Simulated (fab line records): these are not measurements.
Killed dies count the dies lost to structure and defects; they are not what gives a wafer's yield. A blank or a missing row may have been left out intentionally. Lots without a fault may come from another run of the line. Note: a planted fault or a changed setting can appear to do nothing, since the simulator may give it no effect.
2 desks, one fault | flow sky130 | only its own numbers are on each desk; what lay behind them is given at the end

## THE METROLOGY DESK
What the gauges read, lot by lot, whatever tool the lot ran on: means of the sampled wafers that have a number. If a lot's mean is further than 4 standard deviations from the usual mean, the lot is out of limits and carries the mark OUT (the distance appears in the brackets).
Columns: A = SONOS_ONO_OXIDATION_THK at SKY_SONOS_ONO_THK_MEAS_01, usual 2.61 nm; B = SONOS_ONO_CVD_04_THK at SKY_SONOS_ONO_THK_MEAS_05, usual 5.77 nm
lot  | first seen here | A              | B
L274 | day 12 03:16    | 2.74           | 5.71
L275 | day 12 10:31    | 2.61           | 5.73
L279 | day 14 11:08    | 2.69           | 5.78
L280 | day 14 13:44    | 2.53           | 5.72
L281 | day 14 13:45    | 2.57           | 5.72
L283 | day 15 08:09    | 2.57           | 5.88
L284 | day 15 17:01    | 1.70 (-14) OUT | 5.80
L286 | day 16 08:35    | 1.56 (-16) OUT | 5.69
L292 | day 19 15:18    | 2.62           | 5.66
L293 | day 19 16:40    | 2.59           | 5.74
Finding of this desk: L284, L286 out of limits, first seen on L284 at day 15 17:01 (SONOS_ONO_OXIDATION_THK at SKY_SONOS_ONO_THK_MEAS_01). Within limits: L274, L275, L279, L280, L281, L283, L292, L293.

## TOOL OWNER'S DESK, furnace-02
The tool's own readings at SKY_SONOS_ONO_OXIDATION_00 (stabilise 600 s, purge 300 s, target thk 2.6 nm): means of the sampled wafers that have a number, for each lot that ran on this tool. If a lot's mean is further than 4 standard deviations from the usual mean, the lot is out of limits and carries the mark OUT (the distance appears in the brackets). Of its 9 readings 7 are shown: the one that was out of limits first, and those that lie furthest out on some lot.
Columns: A = spike-tc-bottom-C at SKY_SONOS_ONO_OXIDATION_00, usual 820.6 C; B = spike-tc-centre-C at SKY_SONOS_ONO_OXIDATION_00, usual 800.0 C; C = spike-tc-lower-C at SKY_SONOS_ONO_OXIDATION_00, usual 801.0 C; D = spike-tc-top-C at SKY_SONOS_ONO_OXIDATION_00, usual 816.4 C; E = spike-tc-upper-C at SKY_SONOS_ONO_OXIDATION_00, usual 799.4 C; F = tube-center-temp-C at SKY_SONOS_ONO_OXIDATION_00, usual 800.01 C; G = tube_center_temp_C_max at SKY_SONOS_ONO_OXIDATION_00, usual 802.1
lot  | first seen here | A               | B               | C               | D               | E               | F                        | G
L274 | day 12 01:55    | 820.9           | 799.3           | 799.9           | 814.7           | 797.7           | 800.00                   | 802.0
L275 | day 12 09:10    | 822.1           | 799.6           | 800.0           | 815.0           | 799.3           | 800.03                   | 802.2
L279 | day 14 09:47    | 822.2           | 799.0           | 801.2           | 815.4           | 798.8           | 800.00                   | 802.0
L284 | day 15 15:38    | 791.6 (-19) OUT | 768.6 (-26) OUT | 769.5 (-26) OUT | 786.0 (-15) OUT | 768.3 (-28) OUT | 769.21 (-99 or more) OUT | 771.2 (-86) OUT
L286 | day 16 07:13    | 790.6 (-20) OUT | 768.3 (-26) OUT | 770.1 (-26) OUT | 784.9 (-16) OUT | 768.2 (-28) OUT | 769.27 (-99 or more) OUT | 771.5 (-85) OUT
L292 | day 19 13:57    | 821.9           | 799.2           | 800.2           | 814.3           | 800.3           | 799.99                   | 802.0
L293 | day 19 15:19    | 822.4           | 800.1           | 800.1           | 814.1           | 799.4           | 800.03                   | 802.2
This desk finds L284, L286 out of limits, L284 being first, at day 15 15:38 (spike-tc-bottom-C at SKY_SONOS_ONO_OXIDATION_00). Within limits: L274, L275, L279, L292, L293.

## PUT TOGETHER
The tool owner's desk could have raised an alarm at day 15 15:38, on L284, L286.
An alarm was possible from the metrology desk at day 15 17:01, on L284, L286.
All the named lots went through SKY_SONOS_ONO_OXIDATION_00 on furnace-02.

## WHAT THE SIMULATOR HAD INSERTED
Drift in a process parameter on furnace-02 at SKY_SONOS_ONO_OXIDATION_00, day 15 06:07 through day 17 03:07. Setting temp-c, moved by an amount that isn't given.
Struck lots among those shown: L284, L286.
Fault start to first reading out of limits, in hours, per desk: tool owner, 10; metrology, 11.
